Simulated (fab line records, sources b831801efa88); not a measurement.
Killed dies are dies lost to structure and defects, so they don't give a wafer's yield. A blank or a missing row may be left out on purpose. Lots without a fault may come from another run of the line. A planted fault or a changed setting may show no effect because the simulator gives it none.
Which tool did it? | flow sky130 | 12 lots, 36 wafers sampled, at 2 steps of a route of 708

WHAT THE GAUGES READ, wafer by wafer
SKY_VT_ADJUST_PCH_TW_MEAS_10.
lot  | measured     | on            | VT_ADJUST_PCH_TW
L075 | day 10 18:01 | film_metro-04 | 143.8 143.9 143.0
L077 | day 11 05:14 | film_metro-03 | 143.8 143.7 143.7
L079 | day 12 00:23 | film_metro-04 | 142.0 142.6 142.8
L081 | day 12 14:50 | film_metro-02 | 145.0 145.6 144.7
L083 | day 13 04:59 | film_metro-04 | 143.7 143.8 143.7
L085 | day 13 20:01 | film_metro-02 | 144.0 144.0 144.3
L087 | day 14 08:47 | film_metro-03 | 144.2 144.2 145.1
L089 | day 15 06:23 | film_metro-03 | 143.6 143.0 143.1
L091 | day 15 21:28 | film_metro-03 | 144.6 143.1 143.0
L093 | day 16 16:58 | film_metro-04 | 143.3 143.0 143.6
L095 | day 17 01:47 | film_metro-02 | 144.6 144.6 144.0
L097 | day 17 17:26 | film_metro-04 | 141.8 143.4 142.9

WHICH TOOL RAN EACH LOT (tool, then ch and the chambers of the sampled wafers, then the start)
lot  | SKY_NWELL_RTA_28
L075 | rtp_anneal-02 ch 0, day 5 15:53
L077 | rtp_anneal-01 ch 0, day 6 00:31
L079 | rtp_anneal-02 ch 0, day 6 13:52
L081 | rtp_anneal-01 ch 0, day 7 01:40
L083 | rtp_anneal-01 ch 0, day 7 14:26
L085 | rtp_anneal-01 ch 0, day 8 02:00
L087 | rtp_anneal-02 ch 0, day 8 12:53
L089 | rtp_anneal-01 ch 0, day 9 04:02
L091 | rtp_anneal-02 ch 0, day 9 16:35
L093 | rtp_anneal-01 ch 0, day 10 06:22
L095 | rtp_anneal-01 ch 0, day 10 14:25
L097 | rtp_anneal-01 ch 0, day 11 04:04
- SKY_NWELL_RTA_28: time 30 s.

THE ANSWER, worked out from the rows above alone
Rule: what is usual is taken from the lots themselves. Put in order of their means at a reading, lots are off if they are a third of the lots or fewer, leave a main group of 4 or more, and stand apart from it by a gap of 3 or more times the standard deviation of the main group's means; of several such gaps the widest counts. A main group whose means are all the same, to the digits that the tables above print for the reading, isn't used. A lot without any number at a reading at which 4 lots or more have one is off too. The other lots that the step has rows for count as sound.
No lot is off at any reading shown: from this, nothing can be told.

WHAT THE SIMULATOR HAD PUT IN
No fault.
